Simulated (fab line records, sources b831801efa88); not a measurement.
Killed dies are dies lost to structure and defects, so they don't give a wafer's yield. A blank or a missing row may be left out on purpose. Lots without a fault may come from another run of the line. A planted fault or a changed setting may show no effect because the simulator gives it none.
Problem report in the 8D (eight disciplines) form, filled by code | flow sky130 | the parts of the form that need people (team, actions taken, sign-off) are left out

1. THE PROBLEM
cd_nm at SKY_SONOS_TUNNEL_CD_MEAS_07 reads a mean of 366.7 nm on 6 wafers of 2 lots; wafers without a fault read 410.1 nm with a standard deviation of 2.4. That is -18 standard deviations from the usual mean.
The step: target cd 410 nm.
First seen on wafer L178.2, day 15 23:13, on cd_sem-02. The record holds 42 wafers of 14 lots with a number at this step. Rule for "out", or "out of limits": more than 4 standard deviations from the usual mean. The other wafers with a number count as sound.

2. WHAT IT IS AND WHAT IT IS NOT
question                    | is                     | is not
which readings at this step | cd_nm                  | -
which lots                  | L178, L180             | L165, L166, L167, L168, L169, L170, L171, L172, L173, L174, L181, L188
which wafers of those lots  | all that have a number | -
read on which gauges        | cd_sem-01, cd_sem-02   | -
when                        | from day 15 23:13      | up to then (30 sound wafers); but 6 sound wafers of L181, L188 came after

3. SUSPECTS, AND WHAT RULES EACH OUT
Counting: a tool at a process step up to the reading stays a suspect if it ran every lot that is out and no sound lot after the first of them.
- the gauge at SKY_SONOS_TUNNEL_CD_MEAS_07: ruled out. The wafers that are out were read on 2 gauges (cd_sem-01, cd_sem-02).
- litho_track-03 at SKY_SONOS_TUNNEL_DEVELOP_06 (develop time 60 s): kept. It ran every lot that is out, first L178 (day 15 23:04), and no sound lot after that; its last sound lot up to then is L174 (day 14 08:42).
Left after counting: litho_track-03 at SKY_SONOS_TUNNEL_DEVELOP_06.

4. THE CAUSE (what the simulator had put in)
Process parameter drift: litho_track-03, from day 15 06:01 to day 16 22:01, at SKY_SONOS_TUNNEL_DEVELOP_06. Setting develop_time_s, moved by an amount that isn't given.
Counting left only this tool.

5. THE CHAIN OF EFFECTS, in route order
Each row: a reading whose mean over the struck wafers that have a number lies more than 3 standard deviations from the usual. Only readings for which the record gives a usual standard deviation are gone through. hours: the time from each lot's start at the first step in this table that gives one to its start at this step, as a median over the lots. sigmas: the change in usual standard deviations.
hours | step                        | reading | usual    | on struck wafers | change | sigmas
0     | SKY_SONOS_TUNNEL_CD_MEAS_07 | cd_nm   | 410.1 nm | 366.7            | -43.4  | -18

6. WHAT WOULD HAVE CAUGHT IT SOONER
In this record the first reading out of limits at a measuring or inspecting step was taken at day 15 23:13, 17 hours after the fault began at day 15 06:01.
Of the lots that are out (2), L180 began SKY_SONOS_TUNNEL_DEVELOP_06 on litho_track-03 after day 15 23:13. A hold on the tool at that time would have spared it.
